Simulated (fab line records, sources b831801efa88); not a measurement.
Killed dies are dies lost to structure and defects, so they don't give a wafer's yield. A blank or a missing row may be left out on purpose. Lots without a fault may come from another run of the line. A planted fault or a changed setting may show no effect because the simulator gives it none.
Which tool did it? | flow gf180mcu | 12 lots, 36 wafers sampled, at 5 steps of a route of 602

WHAT THE GAUGES READ, wafer by wafer
GF_PSD_CD_MEAS_07: target cd 400 nm.
lot  | measured     | on        | cd_nm (nm)
L542 | day 15 01:13 | cd_sem-01 | 397.3 399.6 397.5
L543 | day 15 04:31 | cd_sem-01 | 402.5 402.7 401.3
L549 | day 17 08:10 | cd_sem-01 | 403.2 401.8 400.7
L550 | day 17 14:04 | cd_sem-02 | 398.0 396.1 397.6
L554 | day 18 18:57 | cd_sem-02 | 402.6 399.9 401.3
L555 | day 19 05:20 | cd_sem-01 | 400.0 399.9 400.5
L556 | day 19 11:14 | cd_sem-02 | 398.2 398.0 399.8
L559 | day 20 16:10 | cd_sem-01 | 399.2 400.9 401.0
L560 | day 20 22:02 | cd_sem-02 | 400.1 400.7 401.3
L562 | day 21 14:29 | cd_sem-01 | 403.2 402.9 404.5
L563 | day 21 19:06 | cd_sem-02 | 397.7 399.3 398.4
L564 | day 22 01:17 | cd_sem-01 | 395.3 397.4 393.8

WHICH TOOL RAN EACH LOT (tool, then ch and the chambers of the sampled wafers, then the start)
lot  | GF_DNWELL_COAT_02                | GF_DNWELL_STRIP_08                  | GF_HV_LDD_STRIP_37                   | GF_NSD_STRIP_11
L542 | litho_track-03 ch 0, day 3 01:41 | plasma_asher-02 ch 0,1, day 3 08:22 | plasma_asher-02 ch 0,1, day 12 08:56 | plasma_asher-03 ch 0,1, day 14 04:29
L543 | litho_track-02 ch 0, day 3 02:08 | plasma_asher-03 ch 0,1, day 3 08:43 | plasma_asher-02 ch 0,1, day 12 11:50 | plasma_asher-04 ch 0, day 14 07:47
L549 | litho_track-02 ch 0, day 4 07:17 | plasma_asher-04 ch 0,1, day 4 14:11 | plasma_asher-03 ch 0,1, day 14 09:54 | plasma_asher-04 ch 0,1, day 16 09:05
L550 | litho_track-01 ch 0, day 4 12:33 | plasma_asher-02 ch 0, day 4 20:09   | plasma_asher-04 ch 0,1, day 14 16:05 | plasma_asher-01 ch 1, day 16 14:53
L554 | litho_track-02 ch 0, day 5 08:37 | plasma_asher-02 ch 0,1, day 5 15:49 | plasma_asher-03 ch 0,1, day 15 18:41 | plasma_asher-04 ch 0,1, day 17 19:03
L555 | litho_track-01 ch 0, day 5 12:27 | plasma_asher-02 ch 0,1, day 5 20:18 | plasma_asher-02 ch 0,1, day 16 04:02 | plasma_asher-03 ch 0,1, day 18 05:02
L556 | litho_track-01 ch 0, day 5 18:09 | plasma_asher-04 ch 0,1, day 6 02:06 | plasma_asher-04 ch 0,1, day 16 08:49 | plasma_asher-01 ch 0,1, day 18 10:52
L559 | litho_track-03 ch 0, day 6 09:55 | plasma_asher-04 ch 0,1, day 6 17:59 | plasma_asher-02 ch 0,1, day 17 12:17 | plasma_asher-04 ch 0,1, day 19 15:56
L560 | litho_track-01 ch 0, day 6 15:03 | plasma_asher-02 ch 0,1, day 6 23:03 | plasma_asher-03 ch 0,1, day 17 17:56 | plasma_asher-04 ch 0,1, day 19 21:44
L562 | litho_track-03 ch 0, day 7 01:40 | plasma_asher-03 ch 0,1, day 7 10:16 | plasma_asher-03 ch 0,1, day 18 10:18 | plasma_asher-04 ch 0,1, day 20 14:24
L563 | litho_track-01 ch 0, day 7 06:07 | plasma_asher-04 ch 0,1, day 7 14:44 | plasma_asher-03 ch 0,1, day 18 16:17 | plasma_asher-03 ch 0,1, day 20 19:44
L564 | litho_track-01 ch 0, day 7 12:47 | plasma_asher-03 ch 0,1, day 7 20:38 | plasma_asher-02 ch 0,1, day 18 20:57 | plasma_asher-03 ch 0,1, day 21 00:58
- GF_DNWELL_COAT_02: resist thk 3000 nm.
- GF_DNWELL_STRIP_08: strips in O2/N2.
- GF_HV_LDD_STRIP_37: strips in O2/N2.
- GF_NSD_STRIP_11: strips in O2/N2.

WHAT THE TOOLS THEMSELVES READ (means of the sampled wafers that have a number; where no wafer has one, the mark that the record gives instead)
GF_DNWELL_STRIP_08.
lot  | tool            | drypump_motor_current_A (A) | heater_power_w (W) | oes_product_au (a.u.) | strip_time_to_endpoint_s (s)
L542 | plasma_asher-02 | 5.5                         | 308                | 0.721                 | 37.08
L543 | plasma_asher-03 | 5.8                         | 338                | 0.727                 | 36.90
L549 | plasma_asher-04 | 5.8                         | 299                | 0.724                 | 36.00
L550 | plasma_asher-02 | 4.8                         | 323                | 0.722                 | 37.07
L554 | plasma_asher-02 | 5.1                         | 314                | 0.726                 | 36.00
L555 | plasma_asher-02 | 5.5                         | 309                | 0.723                 | 36.90
L556 | plasma_asher-04 | 6.1                         | 312                | 0.715                 | 36.89
L559 | plasma_asher-04 | 6.1                         | 320                | 0.717                 | 36.93
L560 | plasma_asher-02 | 5.5                         | 308                | 0.720                 | 36.96
L562 | plasma_asher-03 | 5.7                         | 337                | 0.723                 | 36.94
L563 | plasma_asher-04 | 5.8                         | 295                | 0.723                 | 37.06
L564 | plasma_asher-03 | 5.4                         | 368                | 0.726                 | 36.99

GF_HV_LDD_STRIP_37.
lot  | tool            | drypump_motor_current_A (A) | heater_power_w (W) | oes_product_au (a.u.) | strip_time_to_endpoint_s (s)
L542 | plasma_asher-02 | 5.1                         | 314                | 0.715                 | 12.60
L543 | plasma_asher-02 | 5.2                         | 321                | 0.717                 | 12.59
L549 | plasma_asher-03 | 5.7                         | 341                | 0.713                 | 12.58
L550 | plasma_asher-04 | 5.8                         | 299                | 0.713                 | 12.64
L554 | plasma_asher-03 | 5.4                         | 369                | 0.715                 | 12.68
L555 | plasma_asher-02 | 5.2                         | 314                | 0.720                 | 12.57
L556 | plasma_asher-04 | 6.1                         | 313                | 0.717                 | 12.62
L559 | plasma_asher-02 | 5.2                         | 311                | 0.716                 | 12.65
L560 | plasma_asher-03 | 5.7                         | 333                | 0.714                 | 12.68
L562 | plasma_asher-03 | 5.5                         | 372                | 0.718                 | 12.69
L563 | plasma_asher-03 | 5.4                         | 373                | 0.719                 | 12.63
L564 | plasma_asher-02 | 5.5                         | 308                | 0.715                 | 12.64

GF_NSD_STRIP_11.
lot  | tool            | drypump_motor_current_A (A) | heater_power_w (W) | oes_product_au (a.u.) | strip_time_to_endpoint_s (s)
L542 | plasma_asher-03 | 5.4                         | 368                | 0.487                 | 22.91
L543 | plasma_asher-04 | 6.5                         | 334                | 0.484                 | 22.92
L549 | plasma_asher-04 | 5.8                         | 293                | 0.483                 | 23.01
L550 | plasma_asher-01 | 5.1                         | 296                | 0.491                 | 23.02
L554 | plasma_asher-04 | 5.8                         | 297                | 0.488                 | 23.01
L555 | plasma_asher-03 | 5.5                         | 369                | 0.488                 | 22.93
L556 | plasma_asher-01 | 5.5                         | 302                | 0.484                 | 22.90
L559 | plasma_asher-04 | 5.8                         | 306                | 0.487                 | 23.00
L560 | plasma_asher-04 | 5.8                         | 311                | 0.483                 | 22.95
L562 | plasma_asher-04 | 5.7                         | 306                | 0.483                 | 22.95
L563 | plasma_asher-03 | 5.4                         | 368                | 0.489                 | 22.96
L564 | plasma_asher-03 | 5.8                         | 336                | 0.487                 | 22.87

THE ANSWER, worked out from the rows above alone
Rule: what is usual is taken from the lots themselves. Put in order of their means at a reading, lots are off if they are a third of the lots or fewer, leave a main group of 4 or more, and stand apart from it by a gap of 3 or more times the standard deviation of the main group's means; of several such gaps the widest counts. A main group whose means are all the same, to the digits that the tables above print for the reading, isn't used. A lot without any number at a reading at which 4 lots or more have one is off too. The other lots that the step has rows for count as sound. The gauges are gone through in route order, then the tools' own readings, and for those a lot's mean is taken as printed above. The first step at which some lot is off is used, and at that step the reading that is off furthest; a lot without a number counts as furthest.
Off: L549, L554, at GF_DNWELL_STRIP_08 (strip_time_to_endpoint_s). The main group: mean 36.97 s, standard deviation 0.07.
A tool fits if, at that step or a process step before it, it ran every lot that is off, and no sound lot after the first of them. One fits: litho_track-02 at GF_DNWELL_COAT_02. Its last sound lot is L543 (day 3 02:08), its first lot that is off L549 (day 4 07:17): a fault that began between those two fits.

WHAT THE SIMULATOR HAD PUT IN
Process parameter drift: litho_track-02, from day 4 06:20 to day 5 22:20, at GF_DNWELL_COAT_02. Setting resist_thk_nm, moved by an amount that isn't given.
Lots struck among those shown: L549, L554. The rule above found the same.
